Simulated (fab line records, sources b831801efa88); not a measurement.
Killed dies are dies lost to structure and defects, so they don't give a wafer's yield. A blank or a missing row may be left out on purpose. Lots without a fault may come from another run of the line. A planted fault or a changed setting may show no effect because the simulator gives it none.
fab line records | flow gf180mcu | part 1 of 2: steps 1 to 24 of 34
record lots=5 wafers=15 last_day=34
route steps=602 shown POLY_GATE@175 HV_LDD@176
lots that met no fault: from a run of the same line without faults
start_h: hours from the record's first day to the start of the lot's first wafer shown | wait_h: hours since the lot's step before | " the same as in the row above | L1.1+2: a row that stands for several wafers | - no value, or no start given | * or withheld: withheld | < > ~ a bound
route shown NAME@n: a module of which the file shows steps, and the number in the route of the first | usual: mean/standard deviation of fault-free wafers | same: alike in all rows | chamber/n: place in a boat | sites: the reading at each site | _std_site: their standard deviation | _edge_site: outer sites' mean less inner sites' | radius_mm: how far each site lies from the wafer's centre | mask NAME#n: copy n | behind: the tool/chamber that last shaped the wafer | hold: why the lot was held/for how many hours/how that ended | device: the transistor (n, p or np) that didn't switch | end of line: the same wafers' tests at the end of the route | a step without rows: its recipe alone | killed: dies lost to structure and defects at the first sort, not the wafer's yield | map: a wafer's dies, x killed, . not, _ none there
set.NAME: the setting as run; set.NAME@STEP: as run at that earlier step | model.NAME: the simulator's own value behind a step, which no gauge read
lots at some steps of the route; a table a step, a row a wafer
services: from which hour (start_h, from the record's first day; less than 0 if before it) a tool's chamber was out of use, for how many hours, and why
## steps
# step GF_POLY_GATE_CD_MEAS_18
# usual cd_nm=280.2/2.1
# columns lot.wafer tool chamber start_h wait_h cd_nm
L081.3 cd_sem-01 - 247.42 0.1 280.5
L081.4 " - " " 280.0
L081.6 " - " " 281.1
L094.4 cd_sem-02 - 350.53 0.1 279.3
L094.5 " - " " 278.8
L094.6 " - " " 281.7
L095.2 cd_sem-01 - 355.78 0.1 279.5
L095.5 " - " " 279.6
L095.6 " - " " 279.8
L096.3 cd_sem-01 - 367.82 0.1 280.1
L096.5 " - " " 281.0
L096.6 " - " " 283.1
L097.1 cd_sem-01 - 370.15 0.1 283.5
L097.3 " - " " 281.8
L097.4 " - " " 281.2
# step GF_HV_LDD_DEHYDRATE_00
# recipe temp_c=200 time_s=60
# usual plate_temp_C=200.01/0.16 resist_line_temp_C=23.01/0.12
# columns lot.wafer tool chamber start_h wait_h plate_temp_C resist_line_temp_C
L081.3 litho_track-01 0 256.77 9.3 200.07 23.16
L081.4 " 0 " " 199.93 23.23
L081.6 " 0 " " 199.91 23.13
L094.4 litho_track-01 0 361.15 10.6 200.16 23.02
L094.5 " 0 " " 200.07 23.01
L094.6 " 0 " " 200.10 23.14
L095.2 litho_track-03 0 366.79 11.0 200.32 22.96
L095.5 " 0 " " 200.05 22.82
L095.6 " 0 " " 200.04 22.84
L096.3 litho_track-03 0 378.01 10.2 199.82 23.20
L096.5 " 0 " " 200.12 22.98
L096.6 " 0 " " 200.06 23.16
L097.1 litho_track-01 0 380.07 9.9 200.05 22.86
L097.3 " 0 " " 200.11 22.90
L097.4 " 0 " " 199.97 22.99
# step GF_HV_LDD_HMDS_01
# recipe prime_time_s=60 prime_temp_c=120
# usual resist_line_temp_C=23.00/0.1
# columns lot.wafer tool chamber start_h wait_h resist_line_temp_C
L081.3 litho_track-01 0 256.92 0.1 22.98
L081.4 " 0 " " 23.18
L081.6 " 0 " " 22.98
L094.4 litho_track-01 0 361.30 0.1 23.08
L094.5 " 0 " " 23.08
L094.6 " 0 " " 23.06
L095.2 litho_track-03 0 366.94 0.1 22.89
L095.5 " 0 " " 22.82
L095.6 " 0 " " 22.98
L096.3 litho_track-03 0 378.16 0.1 23.06
L096.5 " 0 " " 23.03
L096.6 " 0 " " 23.01
L097.1 litho_track-01 0 380.22 0.1 23.29
L097.3 " 0 " " 23.06
L097.4 " 0 " " 23.20
# step GF_HV_LDD_COAT_02
# recipe resist=NOVOLAK spin_rpm=3000 resist_thk_nm=1000
# usual dispense_pressure_kPa=52.0/2.2 resist_line_temp_C=23.02/0.11
# columns lot.wafer tool chamber start_h wait_h dispense_pressure_kPa resist_line_temp_C
L081.3 litho_track-01 0 257.07 0.1 54.6 22.96
L081.4 " 0 " " 54.6 23.00
L081.6 " 0 " " 54.7 23.11
L094.4 litho_track-01 0 361.45 0.1 54.6 23.08
L094.5 " 0 " " 54.6 22.99
L094.6 " 0 " " 54.6 23.19
L095.2 litho_track-03 0 367.09 0.1 50.3 23.18
L095.5 " 0 " " 50.3 23.04
L095.6 " 0 " " 50.4 23.01
L096.3 litho_track-03 0 378.31 0.1 50.3 23.11
L096.5 " 0 " " 50.3 23.09
L096.6 " 0 " " 50.3 23.08
L097.1 litho_track-01 0 380.37 0.1 54.6 23.11
L097.3 " 0 " " 54.6 23.16
L097.4 " 0 " " 54.6 23.18
# step GF_HV_LDD_SOFTBAKE_03
# recipe temp_c=90 time_s=60 resist=NOVOLAK
# usual plate_temp_C=89.99/0.13 resist_line_temp_C=23.01/0.1
# columns lot.wafer tool chamber start_h wait_h plate_temp_C resist_line_temp_C
L081.3 litho_track-01 0 257.22 0.1 90.09 23.02
L081.4 " 0 " " 89.99 23.08
L081.6 " 0 " " 90.07 23.01
L094.4 litho_track-01 0 361.60 0.1 89.89 23.03
L094.5 " 0 " " 90.00 23.13
L094.6 " 0 " " 89.56 23.03
L095.2 litho_track-03 0 367.24 0.1 90.07 23.02
L095.5 " 0 " " 89.95 22.98
L095.6 " 0 " " 90.03 22.95
L096.3 litho_track-03 0 378.46 0.1 89.93 22.97
L096.5 " 0 " " 89.96 23.22
L096.6 " 0 " " 89.77 23.08
L097.1 litho_track-01 0 380.52 0.1 90.01 22.95
L097.3 " 0 " " 90.02 23.07
L097.4 " 0 " " 90.15 23.15
# step GF_HV_LDD_EXPOSE_04
# recipe mask_id=Nplus_LV_AREA target_cd_nm=400 na=0.6 source_shape=conventional sigma_outer=0.6 dose_mj=140
# usual focus_offset_nm=0.1/0.51
# same sigma_outer=0.6
# columns lot.wafer tool chamber start_h wait_h mask focus_offset_nm
L081.3 iline_stepper-01 0 - - Nplus_LV_AREA#0 -0.3
L081.4 " 0 " " Nplus_LV_AREA#0 -0.5
L081.6 " 0 " " Nplus_LV_AREA#0 -0.7
L094.4 iline_stepper-02 0 - - Nplus_LV_AREA#0 -0.2
L094.5 " 0 " " Nplus_LV_AREA#0 0.3
L094.6 " 0 " " Nplus_LV_AREA#0 0.6
L095.2 iline_stepper-01 0 - - Nplus_LV_AREA#0 0.4
L095.5 " 0 " " Nplus_LV_AREA#0 -1.0
L095.6 " 0 " " Nplus_LV_AREA#0 -0.3
L096.3 iline_stepper-01 0 - - Nplus_LV_AREA#0 0.2
L096.5 " 0 " " Nplus_LV_AREA#0 0.1
L096.6 " 0 " " Nplus_LV_AREA#0 -0.6
L097.1 iline_stepper-02 0 - - Nplus_LV_AREA#0 0.1
L097.3 " 0 " " Nplus_LV_AREA#0 0.7
L097.4 " 0 " " Nplus_LV_AREA#0 -0.6
# step GF_HV_LDD_PEB_05
# recipe temp_c=withheld time_s=* resist=NOVOLAK
# usual resist_line_temp_C=*
# columns lot.wafer tool chamber start_h wait_h resist_line_temp_C
L081.3 litho_track-03 0 - - *
L081.4 " 0 " " *
L081.6 " 0 " " *
L094.4 litho_track-01 0 - - *
L094.5 " 0 " " *
L094.6 " 0 " " *
L095.2 litho_track-01 0 - - *
L095.5 " 0 " " *
L095.6 " 0 " " *
L096.3 litho_track-02 0 - - *
L096.5 " 0 " " *
L096.6 " 0 " " *
L097.1 litho_track-02 0 - - *
L097.3 " 0 " " *
L097.4 " 0 " " *
# step GF_HV_LDD_DEVELOP_06
# recipe develop_time_s=57.08 dev_temp_c=23
# usual resist_line_temp_C=22.96/0.096
# columns lot.wafer tool chamber start_h wait_h resist_line_temp_C
L081.3 litho_track-03 0 265.61 0.1 22.82
L081.4 " 0 " " 22.79
L081.6 " 0 " " 22.82
L094.4 litho_track-01 0 372.80 0.1 22.93
L094.5 " 0 " " 23.11
L094.6 " 0 " " 23.05
L095.2 litho_track-01 0 377.70 0.1 22.91
L095.5 " 0 " " 23.10
L095.6 " 0 " " 23.05
L096.3 litho_track-02 0 389.37 0.1 22.88
L096.5 " 0 " " 22.88
L096.6 " 0 " " 22.91
L097.1 litho_track-02 0 393.07 0.1 22.93
L097.3 " 0 " " 22.89
L097.4 " 0 " " 22.91
# step GF_HV_LDD_CD_MEAS_07
# recipe target_cd_nm=400
# usual cd_nm=399.6/2.3
# columns lot.wafer tool chamber start_h wait_h cd_nm
L081.3 cd_sem-02 - 265.75 0.1 398.3
L081.4 " - " " 400.4
L081.6 " - " " 400.1
L094.4 cd_sem-02 - 372.93 0.1 397.6
L094.5 " - " " 396.9
L094.6 " - " " 397.9
L095.2 cd_sem-02 - 377.84 0.1 399.2
L095.5 " - " " 398.5
L095.6 " - " " 398.8
L096.3 cd_sem-01 - 389.51 0.1 399.2
L096.5 " - " " 397.8
L096.6 " - " " 399.8
L097.1 cd_sem-02 - 393.22 0.1 398.0
L097.3 " - " " 395.8
L097.4 " - " " 396.2
# step GF_HV_LDD_OVL_MEAS_08
# usual HV_LDD_OVL=-1.3/1.2
# columns lot.wafer tool chamber start_h wait_h HV_LDD_OVL[nm]
L081.3 overlay-01 - 265.84 0.1 0.5
L081.4 " - " " 0.4
L081.6 " - " " -1.7
L094.4 overlay-01 - 373.01 0.1 -1.5
L094.5 " - " " -0.6
L094.6 " - " " -1.5
L095.2 overlay-01 - 377.95 0.1 -2.1
L095.5 " - " " 0.5
L095.6 " - " " -0.4
L096.3 overlay-01 - 389.60 0.1 -2.6
L096.5 " - " " -1.8
L096.6 " - " " -0.2
L097.1 overlay-02 - 393.34 0.1 -1.3
L097.3 " - " " -3.4
L097.4 " - " " -2.3
# step GF_HV_LDD_IMPLANT_09
# recipe species=As energy_kev=40 dose_cm2=1e+14 tilt_deg=7
# columns lot.wafer tool chamber start_h wait_h
L081.3+4+6 implanter-02 0 265.92 0.1
L094.4+5+6 implanter-01 0 373.10 0.1
L095.2+5+6 implanter-02 0 378.00 0.0
L096.3+5+6 implanter-02 0 389.67 0.1
L097.1+3+4 implanter-03 0 393.37 0.0
# step GF_HV_LDD_STRIP_10
# recipe chemistry=O2/N2 power_w=1400 pressure_mtorr=1500 platen_temp_c=250 o2_flow_sccm=3000 n2_flow_sccm=300 overash_fraction=0.5
# usual drypump_motor_current_A=6.1/0.51 heater_power_w=351/24 oes_product_au=0.717/0.0045 strip_time_to_endpoint_s=12.63/0.035
# columns lot.wafer tool chamber start_h wait_h drypump_motor_current_A heater_power_w oes_product_au rf_hours_counter_h strip_time_to_endpoint_s
L081.3 plasma_asher-04 1 266.05 0.1 6.4 348 0.707 - 12.65
L081.4 " 0 " " 6.2 318 0.717 - 12.64
L081.6 " 1 " " 6.4 345 0.723 - 12.65
L094.4 plasma_asher-02 0 373.21 0.1 5.0 346 0.719 - 12.59
L094.5 " 1 " " 5.9 394 0.713 - 12.63
L094.6 " 0 " " 5.0 340 0.718 - 12.66
L095.2 plasma_asher-04 1 378.13 0.1 6.4 343 0.728 75 12.58
L095.5 " 1 " " 6.4 344 0.711 - 12.58
L095.6 " 0 " " 6.2 327 0.715 - 12.61
L096.3 plasma_asher-02 0 389.81 0.1 5.0 345 0.712 - 12.65
L096.5 " 1 " " 5.9 398 0.718 - 12.64
L096.6 " 0 " " 5.1 339 0.717 - 12.64
L097.1 plasma_asher-01 1 393.52 0.1 6.3 343 0.725 62 12.60
L097.3 " 0 " " 6.6 351 0.715 - 12.62
L097.4 " 1 " " 6.3 342 0.717 - 12.60
# step GF_HV_LDD_TW_MEAS_11
# usual HV_LDD_TW=2437/12
# columns lot.wafer tool chamber start_h wait_h HV_LDD_TW
L081.3 film_metro-04 - 266.14 0.1 2445
L081.4 " - " " 2445
L081.6 " - " " 2447
L094.4 film_metro-04 - 373.31 0.1 2442
L094.5 " - " " 2449
L094.6 " - " " 2449
L095.2 film_metro-01 - 378.24 0.1 2430
L095.5 " - " " 2421
L095.6 " - " " 2423
L096.3 film_metro-03 - 389.89 0.1 2451
L096.5 " - " " 2437
L096.6 " - " " 2449
L097.1 film_metro-01 - 393.62 0.1 2419
L097.3 " - " " 2417
L097.4 " - " " 2428
# step GF_HV_LDD_DEHYDRATE_12
# recipe temp_c=200 time_s=60
# usual plate_temp_C=200.00/0.15 resist_line_temp_C=23.01/0.1
# columns lot.wafer tool chamber start_h wait_h plate_temp_C resist_line_temp_C
L081.3 litho_track-01 0 275.62 9.5 199.68 23.00
L081.4 " 0 " " 199.80 23.09
L081.6 " 0 " " 200.18 23.01
L094.4 litho_track-02 0 383.49 10.2 200.39 23.13
L094.5 " 0 " " 200.31 23.05
L094.6 " 0 " " 200.13 23.02
L095.2 litho_track-02 0 388.59 10.3 199.99 23.15
L095.5 " 0 " " 199.97 23.16
L095.6 " 0 " " 199.99 23.09
L096.3 litho_track-01 0 400.92 11.0 200.12 22.93
L096.5 " 0 " " 200.02 23.05
L096.6 " 0 " " 200.14 22.90
L097.1 litho_track-03 0 403.46 9.8 200.16 22.92
L097.3 " 0 " " 200.09 23.03
L097.4 " 0 " " 200.03 22.79
# step GF_HV_LDD_HMDS_13
# recipe prime_time_s=60 prime_temp_c=120
# usual resist_line_temp_C=22.98/0.11
# columns lot.wafer tool chamber start_h wait_h resist_line_temp_C
L081.3 litho_track-01 0 275.77 0.1 22.87
L081.4 " 0 " " 23.13
L081.6 " 0 " " 23.01
L094.4 litho_track-02 0 383.64 0.1 23.11
L094.5 " 0 " " 23.09
L094.6 " 0 " " 23.10
L095.2 litho_track-02 0 388.74 0.1 23.04
L095.5 " 0 " " 23.10
L095.6 " 0 " " 22.97
L096.3 litho_track-01 0 401.07 0.1 22.97
L096.5 " 0 " " 23.01
L096.6 " 0 " " 22.97
L097.1 litho_track-03 0 403.61 0.1 23.04
L097.3 " 0 " " 23.05
L097.4 " 0 " " 23.11
# step GF_HV_LDD_COAT_14
# recipe resist=NOVOLAK spin_rpm=3000 resist_thk_nm=1000
# usual dispense_pressure_kPa=52.2/2.3 resist_line_temp_C=23.03/0.099
# columns lot.wafer tool chamber start_h wait_h dispense_pressure_kPa resist_line_temp_C
L081.3 litho_track-01 0 275.92 0.1 54.6 23.10
L081.4 " 0 " " 54.6 23.08
L081.6 " 0 " " 54.6 23.23
L094.4 litho_track-02 0 383.79 0.1 49.9 23.09
L094.5 " 0 " " 49.8 23.19
L094.6 " 0 " " 49.8 23.15
L095.2 litho_track-02 0 388.89 0.1 49.8 23.12
L095.5 " 0 " " 49.9 22.96
L095.6 " 0 " " 49.9 23.05
L096.3 litho_track-01 0 401.22 0.1 54.6 22.88
L096.5 " 0 " " 54.6 22.90
L096.6 " 0 " " 54.6 22.98
L097.1 litho_track-03 0 403.76 0.1 50.2 23.09
L097.3 " 0 " " 50.3 23.11
L097.4 " 0 " " 50.3 23.16
# step GF_HV_LDD_SOFTBAKE_15
# recipe temp_c=90 time_s=60 resist=NOVOLAK
# usual plate_temp_C=90.01/0.13 resist_line_temp_C=23.00/0.11
# columns lot.wafer tool chamber start_h wait_h plate_temp_C resist_line_temp_C
L081.3 litho_track-01 0 276.07 0.1 90.17 23.08
L081.4 " 0 " " 90.18 23.14
L081.6 " 0 " " 90.18 23.11
L094.4 litho_track-02 0 383.94 0.1 89.84 22.96
L094.5 " 0 " " 89.97 23.05
L094.6 " 0 " " 89.87 23.01
L095.2 litho_track-02 0 389.04 0.1 89.88 23.10
L095.5 " 0 " " 89.90 23.12
L095.6 " 0 " " 90.06 22.93
L096.3 litho_track-01 0 401.37 0.1 89.95 22.99
L096.5 " 0 " " 89.93 22.98
L096.6 " 0 " " 89.86 23.01
L097.1 litho_track-03 0 403.91 0.1 89.74 22.87
L097.3 " 0 " " 89.98 23.03
L097.4 " 0 " " 90.11 22.87
# step GF_HV_LDD_EXPOSE_16
# recipe mask_id=Pplus_LV_AREA target_cd_nm=400 na=0.6 source_shape=conventional sigma_outer=0.6 dose_mj=140
# usual focus_offset_nm=-0.1/0.52
# same sigma_outer=0.6
# columns lot.wafer tool chamber start_h wait_h mask focus_offset_nm
L081.3 iline_stepper-01 0 - - Pplus_LV_AREA#0 -1.1
L081.4 " 0 " " Pplus_LV_AREA#0 -0.1
L081.6 " 0 " " Pplus_LV_AREA#0 0.2
L094.4 iline_stepper-02 0 - - Pplus_LV_AREA#0 -0.3
L094.5 " 0 " " Pplus_LV_AREA#0 -0.2
L094.6 " 0 " " Pplus_LV_AREA#0 -0.5
L095.2 iline_stepper-02 0 - - Pplus_LV_AREA#0 0.4
L095.5 " 0 " " Pplus_LV_AREA#0 0.9
L095.6 " 0 " " Pplus_LV_AREA#0 0.2
L096.3 iline_stepper-01 0 - - Pplus_LV_AREA#0 -0.6
L096.5 " 0 " " Pplus_LV_AREA#0 0.0
L096.6 " 0 " " Pplus_LV_AREA#0 -0.8
L097.1 iline_stepper-02 0 - - Pplus_LV_AREA#0 0.0
L097.3 " 0 " " Pplus_LV_AREA#0 -0.2
L097.4 " 0 " " Pplus_LV_AREA#0 -0.1
# step GF_HV_LDD_PEB_17
# recipe temp_c=withheld time_s=* resist=NOVOLAK
# usual resist_line_temp_C=*
# columns lot.wafer tool chamber start_h wait_h resist_line_temp_C
L081.3 litho_track-01 0 - - *
L081.4 " 0 " " *
L081.6 " 0 " " *
L094.4 litho_track-02 0 - - *
L094.5 " 0 " " *
L094.6 " 0 " " *
L095.2 litho_track-02 0 - - *
L095.5 " 0 " " *
L095.6 " 0 " " *
L096.3 litho_track-01 0 - - *
L096.5 " 0 " " *
L096.6 " 0 " " *
L097.1 litho_track-01 0 - - *
L097.3 " 0 " " *
L097.4 " 0 " " *
# step GF_HV_LDD_DEVELOP_18
# recipe develop_time_s=60 dev_temp_c=23
# usual resist_line_temp_C=23.00/0.097
# columns lot.wafer tool chamber start_h wait_h resist_line_temp_C
L081.3 litho_track-01 0 285.37 0.1 23.18
L081.4 " 0 " " 23.06
L081.6 " 0 " " 23.03
L094.4 litho_track-02 0 395.34 0.1 23.02
L094.5 " 0 " " 23.02
L094.6 " 0 " " 23.10
L095.2 litho_track-02 0 400.29 0.1 22.97
L095.5 " 0 " " 23.11
L095.6 " 0 " " 23.29
L096.3 litho_track-01 0 412.72 0.1 23.03
L096.5 " 0 " " 23.05
L096.6 " 0 " " 23.14
L097.1 litho_track-01 0 416.47 0.1 22.88
L097.3 " 0 " " 22.92
L097.4 " 0 " " 22.88
# step GF_HV_LDD_CD_MEAS_19
# recipe target_cd_nm=400
# usual cd_nm=399.3/2
# columns lot.wafer tool chamber start_h wait_h cd_nm
L081.3 cd_sem-02 - 285.51 0.1 400.6
L081.4 " - " " 399.5
L081.6 " - " " 399.7
L094.4 cd_sem-01 - 395.48 0.1 393.8
L094.5 " - " " 396.4
L094.6 " - " " 396.6
L095.2 cd_sem-02 - 400.44 0.1 401.0
L095.5 " - " " 401.4
L095.6 " - " " 401.3
L096.3 cd_sem-01 - 412.86 0.1 398.0
L096.5 " - " " 398.5
L096.6 " - " " 397.5
L097.1 cd_sem-01 - 416.62 0.1 401.8
L097.3 " - " " 401.9
L097.4 " - " " 401.4
# step GF_HV_LDD_OVL_MEAS_20
# usual HV_LDD_01_OVL=1.1/1.4
# columns lot.wafer tool chamber start_h wait_h HV_LDD_01_OVL[nm]
L081.3 overlay-01 - 285.60 0.1 4.3
L081.4 " - " " 2.8
L081.6 " - " " 2.9
L094.4 overlay-02 - 395.55 0.1 1.6
L094.5 " - " " -0.3
L094.6 " - " " 1.8
L095.2 overlay-02 - 400.54 0.1 0.8
L095.5 " - " " 1.7
L095.6 " - " " 2.0
L096.3 overlay-02 - 412.95 0.1 0.2
L096.5 " - " " -1.9
L096.6 " - " " 0.9
L097.1 overlay-01 - 416.74 0.1 -0.3
L097.3 " - " " -0.4
L097.4 " - " " -0.1
# step GF_HV_LDD_IMPLANT_21
# recipe species=BF2 energy_kev=25 dose_cm2=5e+13 tilt_deg=7
# columns lot.wafer tool chamber start_h wait_h
L081.3+4+6 implanter-01 0 285.68 0.1
L094.4+5+6 implanter-01 0 395.65 0.1
L095.2+5+6 implanter-01 0 400.60 0.0
L096.3+5+6 implanter-02 0 413.03 0.1
L097.1+3+4 implanter-02 0 416.78 0.0
# step GF_HV_LDD_STRIP_22
# recipe chemistry=O2/N2 power_w=1400 pressure_mtorr=1500 platen_temp_c=250 o2_flow_sccm=3000 n2_flow_sccm=300 overash_fraction=0.5
# usual drypump_motor_current_A=6.1/0.51 heater_power_w=350/24 oes_product_au=0.716/0.0048 strip_time_to_endpoint_s=12.65/0.031
# columns lot.wafer tool chamber start_h wait_h drypump_motor_current_A heater_power_w oes_product_au rf_hours_counter_h strip_time_to_endpoint_s
L081.3 plasma_asher-04 1 285.81 0.1 6.4 329 0.716 - 12.61
L081.4 " 0 " " 6.2 326 0.720 - 12.61
L081.6 " 0 " " 6.2 319 0.715 - 12.63
L094.4 plasma_asher-01 0 395.76 0.1 6.6 342 0.714 - 12.63
L094.5 " 0 " " 6.6 350 0.721 - 12.64
L094.6 " 1 " " 6.3 341 0.720 - 12.61
L095.2 plasma_asher-02 1 400.72 0.1 5.9 389 0.719 77 12.66
L095.5 " 1 " " 5.9 411 0.718 - 12.69
L095.6 " 0 " " 5.0 345 0.716 - 12.69
L096.3 plasma_asher-01 0 413.16 0.1 6.6 360 0.717 - 12.62
L096.5 " 0 " " 6.6 362 0.723 - 12.62
L096.6 " 1 " " 6.2 340 0.713 - 12.64
L097.1 plasma_asher-01 0 416.93 0.1 6.6 354 0.719 64 12.66
L097.3 " 0 " " 6.6 356 0.715 - 12.63
L097.4 " 1 " " 6.3 341 0.717 - 12.65
